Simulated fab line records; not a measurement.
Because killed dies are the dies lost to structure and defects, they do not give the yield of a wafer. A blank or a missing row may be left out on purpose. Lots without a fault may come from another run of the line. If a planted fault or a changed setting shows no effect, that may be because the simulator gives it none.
Chamber matching + flow gf180mcu + GF_V5_CMP_04 on cmp-02 has 4 sister chambers
The step polishes SiO2. 18 wafers are shown with their chamber, then 9 later ones without.

EACH WAFER AND ITS CHAMBER
| wafer  | chamber | motor current A (A) |
|--------|---------|---------------------|
| L943.1 | 1       | 13.7                |
| L943.5 | 0       | 11.0                |
| L943.6 | 1       | 13.2                |
| L944.2 | 0       | 11.4                |
| L944.4 | 3       | 12.0                |
| L944.5 | 2       | 11.4                |
| L946.1 | 1       | 13.6                |
| L946.2 | 2       | 11.9                |
| L946.6 | 0       | 11.2                |
| L948.4 | 1       | 14.2                |
| L948.5 | 0       | 11.7                |
| L948.6 | 3       | 12.8                |
| L953.2 | 0       | 11.5                |
| L953.4 | 1       | 13.4                |
| L953.5 | 0       | 11.0                |
| L954.3 | 0       | 11.2                |
| L954.4 | 2       | 11.7                |
| L954.6 | 0       | 11.5                |

SIGNATURES, as means of the wafers listed above
| reading         | chamber 0 | chamber 1 | chamber 2 | chamber 3 | scatter within a chamber |
|-----------------|-----------|-----------|-----------|-----------|--------------------------|
| motor current A | 11.312    | 13.620    | 11.667    | 12.400    | 0.323                    |
Rule: distance of a wafer from a chamber = root of the sum over the readings of ((wafer's reading minus chamber's mean) / reading's scatter) squared. If the next closest chamber is less than 2 further off than the closest, the wafer can't be placed; otherwise it belongs to the closest. The scatter: take each reading less its chamber's mean, square it, sum over the shown wafers, divide by the number of wafers less the number of chambers, and take the root.

WAFERS WHOSE CHAMBER IS MISSING
| wafer  | motor current A (A) |
|--------|---------------------|
| L963.1 | 13.9                |
| L963.2 | 12.1                |
| L963.3 | 11.3                |
| L965.2 | 11.1                |
| L965.4 | 12.5                |
| L965.6 | 14.5                |
| L966.2 | 12.0                |
| L966.5 | 13.6                |
| L966.6 | 11.8                |

WHICH CHAMBER EACH WENT THROUGH
| wafer  | from the rows above          | in truth |
|--------|------------------------------|----------|
| L963.1 | 1                            | 1        |
| L963.2 | can't be placed: 3 or 2 or 0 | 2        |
| L963.3 | can't be placed: 0 or 2      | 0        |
| L965.2 | can't be placed: 0 or 2      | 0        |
| L965.4 | 3                            | 3        |
| L965.6 | 1                            | 1        |
| L966.2 | can't be placed: 2 or 3 or 0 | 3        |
| L966.5 | 1                            | 1        |
| L966.6 | can't be placed: 2 or 0 or 3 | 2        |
Placed correctly: 4 of 9. From these rows, 5 cannot be placed; in 5 the true chamber is one of the candidates. Number placed wrongly: 0.
